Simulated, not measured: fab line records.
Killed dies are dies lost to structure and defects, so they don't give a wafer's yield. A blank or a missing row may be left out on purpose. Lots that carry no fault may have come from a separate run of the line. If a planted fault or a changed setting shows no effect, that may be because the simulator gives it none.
Chamber matching + flow gf180mcu + rie diel-03 running GF_SAB_ETCH_11: 4 sister chambers
The step etches SiO2 in C4F8/O2/Ar, target depth 55 nm, time 8.5 s. 8 wafers are shown with their chamber, then 7 later ones without.

WAFERS PAIRED WITH THEIR CHAMBERS
| wafer  | chamber | oes product au (a.u.) |
|--------|---------|-----------------------|
| L238.2 | 2       | 0.994                 |
| L245.1 | 0       | 1.012                 |
| L245.3 | 2       | 0.989                 |
| L247.2 | 3       | 0.999                 |
| L247.3 | 1       | 0.996                 |
| L247.4 | 0       | 1.011                 |
| L248.1 | 3       | 1.006                 |
| L248.2 | 1       | 0.984                 |

WAFERS WITHOUT THEIR CHAMBER
| wafer  | oes product au (a.u.) |
|--------|-----------------------|
| L248.3 | 1.017                 |
| L250.2 | 1.001                 |
| L250.4 | 0.989                 |
| L250.6 | 1.005                 |
| L251.1 | 1.014                 |
| L251.5 | 1.016                 |
| L251.6 | 1.002                 |

THE CHAMBER EACH PASSED THROUGH
| wafer  | from the rows above               | in truth |
|--------|-----------------------------------|----------|
| L248.3 | can't be placed: 0 or 3           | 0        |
| L250.2 | can't be placed: 3 or 2 or 0 or 1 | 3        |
| L250.4 | can't be placed: 1 or 2           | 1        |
| L250.6 | can't be placed: 3 or 0           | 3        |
| L251.1 | can't be placed: 0 or 3           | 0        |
| L251.5 | can't be placed: 0 or 3           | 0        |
| L251.6 | can't be placed: 3 or 0 or 2      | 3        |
Correct placement for 0 of the 7. Not placeable from these rows: 7 (in 7, the candidates include the true chamber). 0 placed wrongly.
How it was worked out, from the rows above alone: a wafer's distance from a chamber is the root of the sum, over the readings, of the square of ((its reading less the chamber's mean) divided by the reading's scatter). If the next closest chamber is less than 2 further off than the closest, the wafer can't be placed; otherwise it belongs to the closest. Each chamber's mean is taken over the wafers shown for it. How the scatter is found: for the shown wafers, subtract from each reading the mean of its chamber, square and add these, divide the total by (wafers less chambers), then take the root.
